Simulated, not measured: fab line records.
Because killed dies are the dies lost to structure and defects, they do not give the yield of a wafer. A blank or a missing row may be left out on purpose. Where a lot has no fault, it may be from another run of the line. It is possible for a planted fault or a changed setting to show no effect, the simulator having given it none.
Which tool is to blame? | flow gf180mcu | 6 lots with 18 wafers sampled at 4 steps, on a route of 602 steps

## WHAT THE GAUGES READ, wafer by wafer
GF_M3_OVL_MEAS_15.
lot  | measured     | on         | M3_OVL (nm)
L900 | day 22 20:57 | overlay-01 | 2 -1 8
L902 | day 23 12:10 | overlay-02 | -9 -11 -1
L906 | day 25 04:13 | overlay-01 | -7 -4 -8
L909 | day 25 22:37 | overlay-01 | -4 2 -1
L916 | day 28 08:10 | overlay-01 | 9 8 -3
L919 | day 28 22:33 | overlay-01 | -12 -11 -7

## WHAT TOOL EACH LOT RAN ON (gives the tool, then ch and the chambers of the sampled wafers, and finally the start)
lot  | GF_V2_SPUTTER_22             | GF_M3_SPUTTER_00             | GF_M3_SPUTTER_04
L900 | pvd-sputter-04, day 21 20:44 | pvd-sputter-03, day 21 21:22 | pvd-sputter-03, day 21 21:33
L902 | pvd-sputter-03, day 22 12:05 | pvd-sputter-03, day 22 12:43 | pvd-sputter-03, day 22 12:53
L906 | pvd-sputter-03, day 24 05:04 | pvd-sputter-02, day 24 05:42 | pvd-sputter-02, day 24 05:53
L909 | pvd-sputter-03, day 25 00:35 | pvd-sputter-03, day 25 01:13 | pvd-sputter-03, day 25 01:24
L916 | pvd-sputter-04, day 27 11:29 | pvd-sputter-01, day 27 12:07 | pvd-sputter-01, day 27 12:17
L919 | pvd-sputter-03, day 28 02:41 | pvd-sputter-03, day 28 03:19 | pvd-sputter-03, day 28 03:29
- GF_V2_SPUTTER_22: material TiN, target thk 10 nm, time 40 s.
- GF_M3_SPUTTER_00: material Ti, target thk 37.5 nm, time 150 s.
- GF_M3_SPUTTER_04: material TiN, target thk 50 nm, time 41.7 s.

## THE ANSWER, worked out from the rows above alone
Rule: usual is defined by the lots themselves. Put in order of their means at a reading, lots are off if they are a third of the lots or fewer, leave a main group of 4 or more, and stand apart from it by a gap of 3 or more times the standard deviation of the main group's means; of several such gaps the widest counts. If all means in a main group match to the digits the tables above print for the reading, that group is not used. Also off: a lot with no number at a reading for which 4 or more lots have one. All remaining lots with rows at the step are treated as sound.
No lot is off on any of the readings shown, so nothing can be concluded from this.

## WHAT THE SIMULATOR HAD PUT IN
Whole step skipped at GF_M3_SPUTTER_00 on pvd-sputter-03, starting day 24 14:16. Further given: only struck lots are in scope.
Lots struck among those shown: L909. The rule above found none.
